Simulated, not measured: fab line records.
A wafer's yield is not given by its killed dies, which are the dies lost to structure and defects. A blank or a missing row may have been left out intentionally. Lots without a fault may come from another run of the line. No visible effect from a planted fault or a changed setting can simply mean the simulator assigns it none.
Struck lot and sound lot, side by side    flow gf180mcu    17 out of 602 route steps
Sound: wafers L337.1, L337.5, L337.6. Wafers L338.1, L338.2, L338.6 were the ones struck. Last of all comes the cause.
Order at every step that has rows: each side's tool, ch and its chambers, its first start. Under that, the readings that differ: sound wafers    struck wafers    difference of the means    sigmas: that difference in standard deviations of wafers without a fault.
alike: same words and numbers on both sides, and readings whose means sit less than 2 such deviations apart. not compared: any withheld reading, any reading some wafer has no value for, any bound like >300 that may hide the same value, and any number with overlapping values for which the record gives no deviation.
The two part at a step that has a row with sigmas, a row that says differs or no value, or rows on one side only. Numbers that don't overlap but have no deviation are shown without sigmas and don't part them. A reading that every wafer of one side lacks parts them only if that side has two wafers or more.

GF_HV_LDD_TW_MEAS_23:
  struck on film_metro-04, day 12 05:31; sound on film_metro-03, day 11 20:56
  alike: HV_LDD_2_TW
then, 7 steps without rows for these wafers: GF_HV_LDD_DEHYDRATE_24 (time 60 s); GF_HV_LDD_HMDS_25 (prime time 60 s); GF_HV_LDD_COAT_26 (resist thk 1000 nm); GF_HV_LDD_SOFTBAKE_27 (time 60 s); GF_HV_LDD_EXPOSE_28 (exposes mask Nplus HV AREA, target cd 400 nm); GF_HV_LDD_PEB_29; GF_HV_LDD_DEVELOP_30 (develop time 60 s).
GF_HV_LDD_CD_MEAS_31 targets a cd of 400 nm.
  struck on cd_sem-01, day 13 00:34; sound on cd_sem-01, day 12 15:52
  alike: cd_nm
GF_HV_LDD_OVL_MEAS_32:
  struck on overlay-02, day 13 00:41; sound on overlay-01, day 12 15:59
  alike: HV_LDD_02_OVL
then, 2 steps without rows for these wafers: GF_HV_LDD_IMPLANT_33; GF_HV_LDD_IMPLANT_34.
GF_HV_LDD_IMPLANT_35:
  sound on implanter-03 ch 0, day 12 16:19; struck on implanter-03, day 13 01:01
  no value came back on the struck wafers for beam_energy_keV, beam_on_s (s); on the sound wafers beam_energy_keV reads 59.998 60.020 60.037
after that, 1 step had no rows for these wafers: GF_HV_LDD_IMPLANT_36.
GF_HV_LDD_STRIP_37: strips in O2/N2.
  sound on plasma_asher-02 ch 0,1, day 12 16:37; struck on plasma_asher-04 ch 0,1, day 13 01:19
reading             sound        struck       difference  sigmas
heater_power_w (W)  404 348 393  318 339 312  -59         -2
  alike: drypump_motor_current_A, oes_product_au, strip_time_to_endpoint_s
  not compared: rf_hours_counter_h
GF_HV_LDD_TW_MEAS_38:
  struck on film_metro-01, day 13 01:25; sound on film_metro-03, day 12 16:43
reading      sound           struck          difference  sigmas
HV_LDD_3_TW  1458 1455 1450  1327 1331 1328  -126        -13
then, 1 step without rows for these wafers: GF_HV_LDD_DEHYDRATE_39 (time 60 s).

## WHERE THEY PART
At GF_HV_LDD_IMPLANT_35 first; at GF_HV_LDD_TW_MEAS_38 last (within this record only).

WHY: what the simulator had put in
At GF_HV_LDD_IMPLANT_35, the step was skipped entirely on implanter-03 from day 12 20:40 on. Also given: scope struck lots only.
